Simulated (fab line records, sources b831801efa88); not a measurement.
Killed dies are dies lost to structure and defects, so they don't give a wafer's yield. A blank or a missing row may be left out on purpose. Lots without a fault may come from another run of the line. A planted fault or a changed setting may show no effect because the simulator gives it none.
fab line records | flow sfq_line
record lots=5 wafers=15 last_day=91
route steps=325 shown C5@240 M6@251 I6@266 M7@281 M8@325
lots that met no fault: from a run of the same line without faults
start_h: hours from the record's first day to the start of the lot's first wafer shown | wait_h: hours since the lot's step before | " the same as in the row above | L1.1+2: a row that stands for several wafers | - no value, or no start given | * or withheld: withheld | < > ~ a bound
route shown NAME@n: a module of which the file shows steps, and the number in the route of the first | usual: mean/standard deviation of fault-free wafers | same: alike in all rows | chamber/n: place in a boat | sites: the reading at each site | _std_site: their standard deviation | _edge_site: outer sites' mean less inner sites' | radius_mm: how far each site lies from the wafer's centre | mask NAME#n: copy n | behind: the tool/chamber that last shaped the wafer | hold: why the lot was held/for how many hours/how that ended | device: the transistor (n, p or np) that didn't switch | end of line: the same wafers' tests at the end of the route | a step without rows: its recipe alone | killed: dies lost to structure and defects at the first sort, not the wafer's yield | map: a wafer's dies, x killed, . not, _ none there
set.NAME: the setting as run; set.NAME@STEP: as run at that earlier step | model.NAME: the simulator's own value behind a step, which no gauge read
lots at some steps of the route; a table a step, a row a wafer
services: from which hour (start_h, from the record's first day; less than 0 if before it) a tool's chamber was out of use, for how many hours, and why
## steps
# step SFQ_TRILAYER_C5_LITHO_COAT_156
# recipe resist=BARC spin_rpm=3000 resist_thk_nm=62
# step SFQ_TRILAYER_C5_LITHO_COAT_151
# recipe resist=KrF spin_rpm=3000 resist_thk_nm=650
# step SFQ_TRILAYER_C5_LITHO_SOFTBAKE_155
# recipe temp_c=withheld time_s=withheld resist=KrF
# step SFQ_TRILAYER_C5_LITHO_EXPOSE_152
# recipe mask_id=C5 na=0.6 source_shape=conventional sigma_outer=0.65 target_cd_nm=500 dose_mj=21.3
# step SFQ_TRILAYER_C5_LITHO_PEB_154
# recipe peb_temp_c=115 peb_time_s=60 resist=KrF
# step SFQ_TRILAYER_C5_LITHO_DEVELOP_153
# recipe time_s=60 resist=KrF
# step SFQ_C5_OVL_MEAS_937
# usual C5_OVL=0/5
# columns lot.wafer tool chamber start_h wait_h C5_OVL[nm]
L363.1 overlay-02 - 1712.37 0.1 5
L363.2 " - " " -1
L363.3 " - " " -2
L366.3 overlay-01 - 1783.28 0.1 1
L366.5 " - " " 0
L366.6 " - " " 4
L374.1 overlay-01 - 1836.07 0.1 2
L374.2 " - " " 8
L374.4 " - " " 4
L382.2 overlay-01 - 1880.14 0.1 1
L382.3 " - " " -3
L382.4 " - " " 2
L384.2 overlay-02 - 1882.54 0.1 -4
L384.3 " - " " -2
L384.4 " - " " -7
# step SFQ_TRILAYER_C5_BARC_OPEN_VIA_ETCH_210
# recipe mask_material=PR chemistry=O2 target_depth_nm=125 target=BARC source_w=500 bias_w=80 pressure_mtorr=30 time_s=41.7
# usual drypump_motor_current_A=5.7/0.41 oes_product_au=0.685/0.0045
# columns lot.wafer tool chamber start_h wait_h drypump_motor_current_A oes_product_au rf_hours_counter_h
L363.1 rie_diel-04 3 1712.40 0.0 5.9 0.684 3
L363.2 " 0 " " 5.5 0.684 10
L363.3 " 2 " " 5.5 0.681 16
L366.3 rie_diel-02 1 1783.30 0.0 5.2 0.691 17
L366.5 " 3 " " 6.2 0.688 -
L366.6 " 0 " " 5.9 0.689 -
L374.1 rie_diel-03 0 1836.10 0.0 5.6 0.684 1
L374.2 " 2 " " 4.7 0.679 4
L374.4 " 1 " " 5.6 0.692 13
L382.2 rie_diel-03 1 1880.17 0.0 5.6 0.684 14
L382.3 " 2 " " 4.7 0.686 4
L382.4 " 3 " " 5.7 0.686 13
L384.2 rie_diel-03 0 1882.57 0.0 5.6 0.685 2
L384.3 " 2 " " 4.7 0.686 5
L384.4 " 3 " " 5.8 0.690 13
# step SFQ_TRILAYER_C5_ETCH_VIA_ETCH_154
# recipe target=SiO2 mask_material=PR chemistry=CHF3 target_depth_nm=84 source_w=500 bias_w=80 pressure_mtorr=30 time_s=withheld stop_on=Nb
# usual drypump_motor_current_A=5.7/0.4 oes_product_au=0.893/0.0082
# columns lot.wafer tool chamber start_h wait_h drypump_motor_current_A oes_product_au
L363.1 rie_diel-04 3 1712.44 0.0 5.9 0.883
L363.2 " 0 " " 5.5 0.902
L363.3 " 2 " " 5.5 0.906
L366.3 rie_diel-02 1 1783.34 0.0 5.2 0.882
L366.5 " 3 " " 6.2 0.890
L366.6 " 0 " " 5.9 0.899
L374.1 rie_diel-03 0 1836.14 0.0 5.6 0.891
L374.2 " 2 " " 4.7 0.896
L374.4 " 1 " " 5.6 0.909
L382.2 rie_diel-03 1 1880.21 0.0 5.6 0.892
L382.3 " 2 " " 4.7 0.903
L382.4 " 3 " " 5.7 0.900
L384.2 rie_diel-03 0 1882.61 0.0 5.5 0.884
L384.3 " 2 " " 4.7 0.886
L384.4 " 3 " " 5.7 0.895
# step SFQ_TRILAYER_C5_STRIP_STRIP_155
# recipe gas=O2 power_w=200 platen_temp_c=40 overash_fraction=0.65 chemistry=O2 pressure_mtorr=50
# usual drypump_motor_current_A=5.9/0.46 oes_product_au=0.997/0.0077
# columns lot.wafer tool chamber start_h wait_h drypump_motor_current_A oes_product_au rf_hours_counter_h
L363.1 rie_metal-02 0 1712.49 - 6.1 0.995 94
L363.2 " 1 " " 5.6 0.998 43
L363.3 " 0 " " 6.1 0.994 -
L366.3 rie_metal-04 0 1783.59 - 6.4 0.992 -
L366.5 " 0 " " 6.5 0.998 -
L366.6 " 1 " " 6.6 0.990 -
L374.1 rie_metal-02 0 1836.19 - 6.1 0.996 110
L374.2 " 1 " " 5.6 1.001 58
L374.4 " 0 " " 6.1 0.994 -
L382.2 rie_metal-01 1 1880.26 - 5.6 0.993 125
L382.3 " 0 " " 5.4 0.995 -
L382.4 " 1 " " 5.6 0.988 -
L384.2 rie_metal-01 1 1882.66 - 5.6 1.005 125
L384.3 " 1 " " 5.6 1.008 -
L384.4 " 0 " " 5.3 0.991 -
# step SFQ_TRILAYER_C5_STRIP_SOLV_CLEAN_156
# recipe chemistry=NMP temp_c=70 time_s=600
# step SFQ_TRILAYER_M6_DEP_PRE_CLEAN_158
# recipe gas=Ar time_s=22.5 bias_v=250
# step SFQ_TRILAYER_M6_DEP_SPUTTER_157
# recipe material=Nb base_pressure_pa=1.33e-06 chamber_pressure_pa=0.1333 substrate_temp_c=20 target_thk_nm=200 power_w=2000 time_s=133.3
# usual throttle_valve_pct=30.5/0.97
# columns lot.wafer tool chamber start_h wait_h throttle_valve_pct model.Nb_of_TRILAYER_M6_DEP_SPUTTER_157.thk_nm
L363.1 pvd_sputter-03 - 1713.29 0.0 31.6 197.1
L363.2 " - " " 28.9 196.6
L363.3 " - " " 30.0 197.9
L366.3 pvd_sputter-06 - 1784.21 0.0 29.9 198.7
L366.5 " - " " 30.5 201
L366.6 " - " " 29.1 197.1
L374.1 pvd_sputter-06 - 1836.99 0.0 28.9 198.7
L374.2 " - " " 30.3 202.7
L374.4 " - " " 30.0 90.57
L382.2 pvd_sputter-03 - 1881.08 0.0 29.3 200.2
L382.3 " - " " 31.3 198.4
L382.4 " - " " 31.6 199.6
L384.2 pvd_sputter-04 - 1883.48 0.0 29.7 199
L384.3 " - " " 31.1 199
L384.4 " - " " 32.2 200
# step SFQ_M6_RS_MEAS_938
# recipe thk_meas_gauge=four-point-probe reads=Nb_of_TRILAYER_M6_DEP_SPUTTER_157
# usual M6_NB_RS=0.894/0.0075
# columns lot.wafer tool chamber start_h wait_h M6_NB_RS[ohm/sq]
L363.1 film_metro-02 - 1713.38 0.0 0.902
L363.2 " - " " 0.905
L363.3 " - " " 0.900
L366.3 film_metro-02 - 1784.34 0.1 0.894
L366.5 " - " " 0.885
L366.6 " - " " 0.902
L374.1 film_metro-04 - 1837.08 0.0 0.897
L374.2 " - " " 0.881
L374.4 " - " " 1.995
L382.2 film_metro-01 - 1881.19 0.1 0.890
L382.3 " - " " 0.899
L382.4 " - " " 0.893
L384.2 film_metro-01 - 1883.61 0.1 0.894
L384.3 " - " " 0.895
L384.4 " - " " 0.893
# step SFQ_TRILAYER_M6_LITHO_COAT_164
# recipe resist=BARC spin_rpm=3000 resist_thk_nm=62
# step SFQ_TRILAYER_M6_LITHO_COAT_159
# recipe resist=KrF spin_rpm=3000 resist_thk_nm=600
# step SFQ_TRILAYER_M6_LITHO_SOFTBAKE_163
# recipe temp_c=withheld time_s=withheld resist=KrF
# step SFQ_TRILAYER_M6_LITHO_EXPOSE_160
# recipe mask_id=M6 na=0.6 source_shape=conventional sigma_outer=0.65 target_cd_nm=500 dose_mj=14.4
# step SFQ_TRILAYER_M6_LITHO_PEB_162
# recipe peb_temp_c=115 peb_time_s=60 resist=KrF
# step SFQ_TRILAYER_M6_LITHO_DEVELOP_161
# recipe time_s=60 resist=KrF
# step SFQ_M6_OVL_MEAS_940
# usual M6_OVL=1/5
# columns lot.wafer tool chamber start_h wait_h M6_OVL[nm]
L363.1 overlay-02 - 1715.94 0.1 11
L363.2 " - " " 9
L363.3 " - " " 9
L366.3 overlay-02 - 1786.94 0.1 -6
L366.5 " - " " -9
L366.6 " - " " -10
L374.1 overlay-02 - 1841.86 0.1 2
L374.2 " - " " 3
L374.4 " - " " 5
L382.2 overlay-02 - 1899.57 0.1 2
L382.3 " - " " -2
L382.4 " - " " -7
L384.2 overlay-01 - 1901.97 0.1 -4
L384.3 " - " " -2
L384.4 " - " " 0
# step SFQ_TRILAYER_M6_BARC_OPEN_METAL_ETCH_206
# recipe mask_material=PR chemistry=O2 target_depth_nm=125 target=BARC icp_w=600 bias_w=80 pressure_mtorr=10 time_s=41.7
# step SFQ_TRILAYER_M6_ETCH_METAL_ETCH_162
# recipe target=Nb stop_on=SiO2 mask_material=PR chemistry=Cl2/Ar target_depth_nm=240 icp_w=600 bias_w=80 pressure_mtorr=10 time_s=120
# usual drypump_motor_current_A=5.9/0.34 oes_product_au=0.892/0.0066
# columns lot.wafer tool chamber start_h wait_h drypump_motor_current_A oes_product_au rf_hours_counter_h
L363.1 rie_metal-03 0 1716.04 0.0 6.4 0.890 84
L363.2 " 1 " " 6.1 0.880 77
L363.3 " 0 " " 6.4 0.891 -
L366.3 rie_metal-03 0 1787.06 0.1 6.4 0.881 -
L366.5 " 0 " " 6.4 0.895 -
L366.6 " 1 " " 6.1 0.883 -
L374.1 rie_metal-01 0 1841.96 0.0 5.3 0.886 55
L374.2 " 1 " " 5.6 0.898 117
L374.4 " 1 " " 5.6 0.611 -
L382.2 rie_metal-03 1 1899.66 0.0 6.1 0.897 108
L382.3 " 0 " " 6.3 0.882 -
L382.4 " 1 " " 6.1 0.893 -
L384.2 rie_metal-02 1 1902.06 0.0 5.6 0.896 69
L384.3 " 0 " " 6.1 0.900 -
L384.4 " 1 " " 5.6 0.898 -
# step SFQ_TRILAYER_M6_STRIP_STRIP_163
# recipe gas=O2 power_w=200 platen_temp_c=40 overash_fraction=0.65 chemistry=O2 pressure_mtorr=50
# usual drypump_motor_current_A=5.9/0.34 oes_product_au=1.002/0.0077
# columns lot.wafer tool chamber start_h wait_h drypump_motor_current_A oes_product_au rf_hours_counter_h
L363.1 rie_metal-03 0 1716.16 0.1 6.3 1.010 84
L363.2 " 1 " " 6.1 1.008 77
L363.3 " 0 " " 6.3 1.012 -
L366.3 rie_metal-03 0 1787.35 0.2 6.3 1.005 -
L366.5 " 0 " " 6.3 1.004 -
L366.6 " 1 " " 6.1 1.013 -
L374.1 rie_metal-01 0 1842.08 0.1 5.4 1.008 55
L374.2 " 1 " " 5.6 1.003 117
L374.4 " 1 " " 5.6 0.994 -
L382.2 rie_metal-03 1 1899.78 0.1 6.1 1.008 108
L382.3 " 0 " " 6.3 1.008 -
L382.4 " 1 " " 6.0 1.000 -
L384.2 rie_metal-02 1 1902.18 0.1 5.6 0.979 70
L384.3 " 0 " " 6.1 0.994 -
L384.4 " 1 " " 5.6 0.994 -
# step SFQ_TRILAYER_M6_STRIP_SOLV_CLEAN_164
# recipe chemistry=NMP temp_c=70 time_s=600
# step SFQ_TRILAYER_I6_DEP_PECVD_165
# recipe material=SiO2 temp_c=150 time_s=111.11 pressure_torr=2.4 rf_w=183.3 precursor=SiH4/N2O target_thk_nm=500
# step SFQ_TRILAYER_I6_CMP_CMP_166
# recipe material=SiO2 down_force_psi=3 platen_rpm=60 pad_velocity_m_s=0.94248
# usual motor_current_A=9.8/0.82 time_to_endpoint_s=211/5.9
# columns lot.wafer tool chamber start_h wait_h motor_current_A time_to_endpoint_s
L363.2 cmp-02 0 1717.05 0.1 10.0 206
L363.3 " 2 1718.05 1.0 10.2 212
L363.1 " 3 " " 11.1 206
L366.3 cmp-01 2 1788.50 0.5 9.6 213
L366.5 " 1 1790.00 2.0 9.0 215
L366.6 " 2 " " 9.5 209
L374.4 cmp-01 1 1846.68 3.7 8.8 214
L374.2 " 2 " " 10.1 203
L374.1 " 3 " " 10.6 201
L382.4 cmp-01 1 1900.64 0.0 9.1 220
L382.2 " 3 1901.64 1.0 9.9 203
L382.3 " 0 " " 8.5 207
L384.4 cmp-02 1 1904.84 1.8 10.5 216
L384.3 " 2 " " 9.5 204
L384.2 " 3 " " 11.1 207
# step SFQ_I6_BOW_MEAS_941
# recipe mode=bow
# usual I6_BOW=7/10
# columns lot.wafer tool chamber start_h wait_h I6_BOW[um]
L363.1 film_metro-03 - 1720.05 1.0 1
L363.2 " - " " -18
L363.3 " - " " 4
L366.3 film_metro-03 - 1791.04 2.0 -4
L366.5 " - " " 15
L366.6 " - " " 3
L374.1 film_metro-03 - 1849.18 1.0 4
L374.2 " - " " 13
L374.4 " - " " 16
L382.2 film_metro-03 - 1903.66 1.5 17
L382.3 " - " " -5
L382.4 " - " " -5
L384.2 film_metro-03 - 1907.86 1.5 0
L384.3 " - " " -3
L384.4 " - " " 8
# step SFQ_TRILAYER_I6_METRO_MEASURE_167
# step SFQ_TRILAYER_I6_VIA_LITHO_COAT_174
# recipe resist=BARC spin_rpm=3000 resist_thk_nm=62
# step SFQ_TRILAYER_I6_VIA_LITHO_COAT_169
# recipe resist=KrF spin_rpm=3000 resist_thk_nm=650
# step SFQ_TRILAYER_I6_VIA_LITHO_SOFTBAKE_173
# recipe temp_c=withheld time_s=withheld resist=KrF
# step SFQ_TRILAYER_I6_VIA_LITHO_EXPOSE_170
# recipe mask_id=I6 na=0.6 source_shape=conventional sigma_outer=0.65 target_cd_nm=700 dose_mj=21.3
# step SFQ_TRILAYER_I6_VIA_LITHO_PEB_172
# recipe peb_temp_c=115 peb_time_s=60 resist=KrF
# step SFQ_TRILAYER_I6_VIA_LITHO_DEVELOP_171
# recipe time_s=60 resist=KrF
# step SFQ_I6_OVL_MEAS_942
# usual I6_OVL=-5/4.8
# columns lot.wafer tool chamber start_h wait_h I6_OVL[nm]
L363.1 overlay-01 - 1831.36 0.1 -14
L363.2 " - " " -16
L363.3 " - " " -8
L366.3 overlay-01 - 1889.75 0.1 -6
L366.5 " - " " -3
L366.6 " - " " -2
L374.1 overlay-01 - 1939.66 0.1 2
L374.2 " - " " -13
L374.4 " - " " -6
L382.2 overlay-01 - 1991.27 0.1 0
L382.3 " - " " -2
L382.4 " - " " 0
L384.2 overlay-01 - 1994.87 0.1 -2
L384.3 " - " " -6
L384.4 " - " " 0
# step SFQ_TRILAYER_I6_VIA_BARC_OPEN_VIA_ETCH_235
# recipe mask_material=PR chemistry=O2 target_depth_nm=125 target=BARC source_w=500 bias_w=80 pressure_mtorr=30 time_s=41.7
# step SFQ_TRILAYER_I6_VIA_ETCH_VIA_ETCH_172
# recipe target=SiO2 stop_on=Nb mask_material=PR taper_deg=20 chemistry=CHF3 target_depth_nm=260 source_w=500 bias_w=80 pressure_mtorr=30 time_s=withheld
# step SFQ_TRILAYER_I6_VIA_STRIP_STRIP_173
# recipe gas=O2 power_w=200 platen_temp_c=40 overash_fraction=0.65 chemistry=O2 pressure_mtorr=50
# step SFQ_TRILAYER_I6_VIA_STRIP_SOLV_CLEAN_174
# recipe chemistry=NMP temp_c=70 time_s=600
# step SFQ_TRILAYER_M7_DEP_PRE_CLEAN_176
# recipe gas=Ar time_s=22.5 bias_v=250
# step SFQ_M8_BOW_MEAS_951
# recipe mode=bow
# usual M8_BOW=9/9.5
# columns lot.wafer tool chamber start_h wait_h M8_BOW[um] model.etest.m6.ohm_um model.etest.i5.link_ohm model.etest.c5.link_ohm model.etest.i6.link_ohm model.etest.m6.ohm_sq
L363.1 film_metro-02 - 1953.32 0.0 10 1.818 2.288 8.095 1.894 0.9041
L363.2 " - " " -10 1.822 2.289 8.051 1.901 0.9061
L363.3 " - " " 12 1.81 2.283 7.981 1.893 0.9003
L366.3 film_metro-02 - 2012.53 0.0 8 1.801 2.272 7.954 1.858 0.8969
L366.5 " - " " 26 1.78 2.26 7.893 1.852 0.8864
L366.6 " - " " 12 1.812 2.287 7.939 1.871 0.9038
L374.1 film_metro-04 - 2138.20 0.0 4 1.791 2.29 7.993 1.893 0.8965
L374.2 " - " " 13 1.758 2.268 7.905 1.872 0.879
L374.4 " - " " 17 3.936 3.579 9.076 2.955 1.967
L382.2 film_metro-01 - 2177.53 0.0 20 1.782 2.263 8.043 1.87 0.8898
L382.3 " - " " 0 1.802 2.284 8.01 1.87 0.8982
L382.4 " - " " -2 1.785 2.283 7.966 1.876 0.8927
L384.2 film_metro-02 - 2180.96 0.0 4 1.788 2.295 7.948 1.882 0.8954
L384.3 " - " " 2 1.791 2.3 7.987 1.888 0.8955
L384.4 " - " " 12 1.783 2.29 7.931 1.88 0.8907
## services
# columns tool chamber start_h hours kind
cmp-01 - 1688.66 0.9 repair
rie_metal-01 - 1702.78 0.2 repair
rie_diel-02 0 1714.11 6.5 repair
pvd_sputter-03 - 1714.90 8.0 repair
rie_diel-02 0 1722.91 16.1 repair
cmp-02 - 1727.63 1.7 repair
cmp-01 - 1730.77 2.6 repair
rie_diel-02 1 1736.06 1.7 repair
cmp-02 - 1745.62 1.3 repair
rie_diel-04 3 1748.55 6.2 repair
rie_diel-03 3 1757.79 6.9 repair
pvd_sputter-03 - 1767.51 4.6 repair
pvd_sputter-03 - 1771.27 0.5 repair
cmp-01 - 1774.09 4.0 pm
pvd_sputter-03 - 1776.58 1.9 repair
pvd_sputter-03 - 1782.41 2.5 repair
pvd_sputter-06 - 1786.19 9.1 repair
rie_diel-03 0 1788.05 6.0 repair
rie_diel-03 - 1789.89 0.4 repair
rie_metal-01 0 1843.55 2.5 repair
cmp-01 - 1862.41 4.9 repair
cmp-01 - 1872.22 0.3 repair
rie_diel-03 2 1889.65 6.9 repair
cmp-01 - 1903.64 5.6 pm
## key
first_sign step=SFQ_M6_RS_MEAS_938 reading=M6_NB_RS direction=up sigmas=99+ usual=0.894 struck=1.995
effect step=SFQ_TRILAYER_M6_ETCH_METAL_ETCH_162 reading=oes_product_au direction=down sigmas=43 usual=0.892 struck=0.611
model_effect step=SFQ_TRILAYER_M6_DEP_SPUTTER_157 value=Nb_of_TRILAYER_M6_DEP_SPUTTER_157.thk_nm without=201.8 struck=90.57
model_effect step=SFQ_M8_BOW_MEAS_951 value=etest.m6.ohm_um without=1.766 struck=3.936
met_at SFQ_TRILAYER_M6_DEP_SPUTTER_157
struck_wafers L374.4
onset_between 1784.21 1836.99
fault kind=process_parameter_drift tool=pvd_sputter-06 chamber=- onset_h=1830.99 steps=SFQ_TRILAYER_M6_DEP_SPUTTER_157 channel=target_thk_nm offset=-111.28 shape=step end_h=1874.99 scope=struck_wafers_only acts_in=these_recipes_only stated=200
